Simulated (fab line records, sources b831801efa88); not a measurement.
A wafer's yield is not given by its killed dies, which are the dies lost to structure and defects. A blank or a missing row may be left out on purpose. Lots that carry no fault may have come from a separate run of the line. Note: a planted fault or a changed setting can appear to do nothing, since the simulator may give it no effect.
Lot-split experiment / flow gf180mcu / 23 wafers read across 5 lots, on a route 602 steps long

SPLIT DETAILS
At GF_TOP_METAL_EXPOSE_11 (exposes mask MetalTop, target cd 440 nm), the setting doseMj was moved away from the recipe's 170 on 6 of the 23 wafers read, by -7.2% to +5.5%. This setting was run at the recipe's value on the other wafers.

FROM THE SPLIT TO THE READING: what the file shows between them, 2 steps
- GF_TOP_METAL_PEB_12
- GF_TOP_METAL_DEVELOP_13: develop time 60 s

THE READING
Shown in nm: cdNm at GF_TOP_METAL_CD_MEAS_14, with target cd 440 nm. Typical for fault-free wafers on this fab line: 439.9 nm, with standard deviation 2 nm.

wafer=L077.1; tool, chamber at the split=ilineStepper-02, 0; doseMj as run=170; against the recipe=recipe; cdNm, nm=438.4; against lot-mates on the recipe=-
wafer=L077.2; tool, chamber at the split=ilineStepper-02, 0; doseMj as run=170; against the recipe=recipe; cdNm, nm=437.1; against lot-mates on the recipe=-
wafer=L077.4; tool, chamber at the split=ilineStepper-02, 0; doseMj as run=170; against the recipe=recipe; cdNm, nm=441.0; against lot-mates on the recipe=-
wafer=L077.5; tool, chamber at the split=ilineStepper-02, 0; doseMj as run=170; against the recipe=recipe; cdNm, nm=437.5; against lot-mates on the recipe=-
wafer=L077.6; tool, chamber at the split=ilineStepper-02, 0; doseMj as run=170; against the recipe=recipe; cdNm, nm=439.7; against lot-mates on the recipe=-
wafer=L079.1; tool, chamber at the split=ilineStepper-02, 0; doseMj as run=170; against the recipe=recipe; cdNm, nm=441.8; against lot-mates on the recipe=-
wafer=L079.2; tool, chamber at the split=ilineStepper-02, 0; doseMj as run=170; against the recipe=recipe; cdNm, nm=439.6; against lot-mates on the recipe=-
wafer=L079.3; tool, chamber at the split=ilineStepper-02, 0; doseMj as run=170; against the recipe=recipe; cdNm, nm=440.4; against lot-mates on the recipe=-
wafer=L079.4; tool, chamber at the split=ilineStepper-02, 0; doseMj as run=170; against the recipe=recipe; cdNm, nm=441.8; against lot-mates on the recipe=-
wafer=L079.5; tool, chamber at the split=ilineStepper-02, 0; doseMj as run=170; against the recipe=recipe; cdNm, nm=440.7; against lot-mates on the recipe=-
wafer=L080.2; tool, chamber at the split=ilineStepper-01, 0; doseMj as run=170; against the recipe=recipe; cdNm, nm=441.0; against lot-mates on the recipe=-
wafer=L080.3; tool, chamber at the split=ilineStepper-01, 0; doseMj as run=170; against the recipe=recipe; cdNm, nm=440.8; against lot-mates on the recipe=-
wafer=L080.4; tool, chamber at the split=ilineStepper-01, 0; doseMj as run=179.3; against the recipe=+5.5%; cdNm, nm=426.8; against lot-mates on the recipe=-14.1
wafer=L080.5; tool, chamber at the split=ilineStepper-01, 0; doseMj as run=179.3; against the recipe=+5.5%; cdNm, nm=426.6; against lot-mates on the recipe=-14.3
wafer=L080.6; tool, chamber at the split=ilineStepper-01, 0; doseMj as run=179.3; against the recipe=+5.5%; cdNm, nm=425.4; against lot-mates on the recipe=-15.5
wafer=L081.1; tool, chamber at the split=ilineStepper-01, 0; doseMj as run=157.8; against the recipe=-7.2%; cdNm, nm=463.7; against lot-mates on the recipe=+22.7
wafer=L081.2; tool, chamber at the split=ilineStepper-01, 0; doseMj as run=170; against the recipe=recipe; cdNm, nm=442.6; against lot-mates on the recipe=-
wafer=L081.3; tool, chamber at the split=ilineStepper-01, 0; doseMj as run=157.8; against the recipe=-7.2%; cdNm, nm=461.1; against lot-mates on the recipe=+20.1
wafer=L081.4; tool, chamber at the split=ilineStepper-01, 0; doseMj as run=157.8; against the recipe=-7.2%; cdNm, nm=464.3; against lot-mates on the recipe=+23.3
wafer=L081.5; tool, chamber at the split=ilineStepper-01, 0; doseMj as run=170; against the recipe=recipe; cdNm, nm=439.4; against lot-mates on the recipe=-
wafer=L082.2; tool, chamber at the split=ilineStepper-01, 0; doseMj as run=170; against the recipe=recipe; cdNm, nm=436.1; against lot-mates on the recipe=-
wafer=L082.5; tool, chamber at the split=ilineStepper-01, 0; doseMj as run=170; against the recipe=recipe; cdNm, nm=435.2; against lot-mates on the recipe=-
wafer=L082.6; tool, chamber at the split=ilineStepper-01, 0; doseMj as run=170; against the recipe=recipe; cdNm, nm=435.7; against lot-mates on the recipe=-

FIT RESULTS
A straight line over all 23 wafers: cdNm changes by -2.95 nm for each +1% of doseMj; r = -0.97; the points scatter about the line by 2.4 nm.
The same after taking each lot's own level away (the mean of its wafers on the recipe; 23 wafers): -2.92 nm for each +1%; r = -0.99; scatter 1.3 nm.
On that fit, the largest move of doseMj shifts the reading by 21 nm.
The lots' own levels span 435.67 to 441.00 nm, that is 2.7 times the standard deviation above.
The two slopes agree, so the slope changes little with the lot-to-lot level.
Check: +20.8 nm against its lot-mates is what the line predicts for one of the wafers moved furthest among these (-7.2%) when that wafer is left out of the fit. It came out at +22.7 nm against them.

OTHER SPLITS ON THESE WAFERS
Before the reading, these wafers also passed through other splits. Each is held against what the fit with the lots' levels taken away leaves over:
other split on the same wafers=GF_V4_SPUTTER_22 powerW; wafers away from the commonest value=8; r with cdNm (lot level and that fit taken away)=-0.22
other split on the same wafers=GF_MIM_CVD_05 timeS; wafers away from the commonest value=7; r with cdNm (lot level and that fit taken away)=-0.13
other split on the same wafers=GF_MIM_SPUTTER_09 powerW; wafers away from the commonest value=8; r with cdNm (lot level and that fit taken away)=-0.28
other split on the same wafers=GF_V5_CMP_04 leaveAboveRefNm; wafers away from the commonest value=6; r with cdNm (lot level and that fit taken away)=+0.22
other split on the same wafers=GF_V5_SOFTBAKE_10 tempC; wafers away from the commonest value=9; r with cdNm (lot level and that fit taken away)=+0.17
other split on the same wafers=GF_TOP_METAL_SPUTTER_00 chamberPressurePa; wafers away from the commonest value=18; r with cdNm (lot level and that fit taken away)=-0.01

FILE'S OWN FIT
cdNm changes by -2.93 nm for each +1% of doseMj, r = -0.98.
